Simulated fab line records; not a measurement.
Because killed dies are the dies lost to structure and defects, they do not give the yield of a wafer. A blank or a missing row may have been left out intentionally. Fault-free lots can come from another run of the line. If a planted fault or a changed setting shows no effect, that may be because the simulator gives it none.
Matching of chambers :: flow sky130 :: 3 sister chambers for SKY_PASSIVATION_CVD_00 on pecvd-03
The step deposits SiO2, target thk 90 nm. 3 wafers are shown with their chamber, then 7 later ones without.

== WAFERS PAIRED WITH THEIR CHAMBERS ==
wafer: L985.3
chamber: 0
heater-power-w (W): 690

wafer: L987.2
chamber: 1
heater-power-w (W): 613

wafer: L987.3
chamber: 2
heater-power-w (W): 735

== WAFERS MISSING THEIR CHAMBER ==
wafer: L987.6
heater-power-w (W): 653

wafer: L989.2
heater-power-w (W): 603

wafer: L989.5
heater-power-w (W): 739

wafer: L989.6
heater-power-w (W): 621

wafer: L991.1
heater-power-w (W): 665

wafer: L991.2
heater-power-w (W): 848

wafer: L991.5
heater-power-w (W): 682

== WHICH CHAMBER EACH WENT THROUGH ==
wafer: L987.6
from the rows above: can't be placed: 0 or 1 or 2
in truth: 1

wafer: L989.2
from the rows above: can't be placed: 1 or 0
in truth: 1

wafer: L989.5
from the rows above: can't be placed: 2 or 0
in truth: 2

wafer: L989.6
from the rows above: can't be placed: 1 or 0
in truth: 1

wafer: L991.1
from the rows above: can't be placed: 0 or 1 or 2
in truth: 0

wafer: L991.2
from the rows above: can't be placed: 2 or 0
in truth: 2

wafer: L991.5
from the rows above: can't be placed: 0 or 2 or 1
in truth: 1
0 of 7 placed correctly. Cannot be placed on the basis of these rows: 7; the candidates contain the true chamber in 7. Number placed wrongly: 0.
How it was worked out, from the rows above alone: a wafer's distance from a chamber is the root of the sum, over the readings, of the square of ((its reading less the chamber's mean) divided by the reading's scatter). If the next closest chamber is less than 2 further off than the closest, the wafer can't be placed; otherwise it belongs to the closest. For every chamber, the mean is computed from those of its wafers that are shown. The scatter (one wafer shown for each chamber): square how far every hidden wafer sits from the nearest shown wafer, average those squares and take the square root.
